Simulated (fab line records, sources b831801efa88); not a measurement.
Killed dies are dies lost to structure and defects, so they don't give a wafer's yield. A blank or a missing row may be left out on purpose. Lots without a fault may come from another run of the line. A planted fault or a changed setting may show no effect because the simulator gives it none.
Chamber matching | flow gf180mcu | GF_V1_CVD_02 on pecvd-03: 3 sister chambers
The step deposits SiO2 from TEOS, target thk 850 nm, time 94.851 s. 14 wafers are shown with their chamber, then 7 later ones without.

WAFERS WITH THEIR CHAMBER
wafer  | chamber | heater_power_w (W)
L561.3 | 1       | 567
L561.5 | 2       | 595
L561.6 | 0       | 460
L576.1 | 1       | 588
L576.2 | 2       | 644
L576.5 | 2       | 719
L577.1 | 0       | 466
L577.2 | 2       | 722
L577.3 | 1       | 580
L578.2 | 2       | 719
L578.3 | 1       | 644
L578.6 | 0       | 458
L580.3 | 0       | 587
L580.5 | 2       | 717

SIGNATURES (means of the wafers above)
reading        | chamber 0 | chamber 1 | chamber 2 | scatter within a chamber
heater_power_w | 492.75    | 594.75    | 686.00    | 52.1
Rule: a wafer's distance from a chamber is the root of the sum, over the readings, of the square of ((its reading less the chamber's mean) divided by the reading's scatter). The wafer belongs to the nearest chamber; if the next one is less than 2 further off, it can't be placed. The scatter: the root of (the sum of the squares of (reading less its chamber's mean) over the shown wafers, divided by (wafers less chambers)).

WAFERS WITHOUT THEIR CHAMBER
wafer  | heater_power_w (W)
L580.6 | 451
L581.1 | 672
L581.3 | 683
L581.5 | 548
L582.2 | 575
L582.3 | 503
L582.6 | 711

WHICH CHAMBER EACH WENT THROUGH
wafer  | from the rows above          | in truth
L580.6 | can't be placed: 0 or 1      | 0
L581.1 | can't be placed: 2 or 1      | 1
L581.3 | can't be placed: 2 or 1      | 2
L581.5 | can't be placed: 1 or 0 or 2 | 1
L582.2 | can't be placed: 1 or 0 or 2 | 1
L582.3 | can't be placed: 0 or 1      | 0
L582.6 | can't be placed: 2 or 1      | 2
Placed correctly: 0 of 7. Can't be placed from these rows: 7 (the true chamber is among the candidates in 7). Placed wrongly: 0.
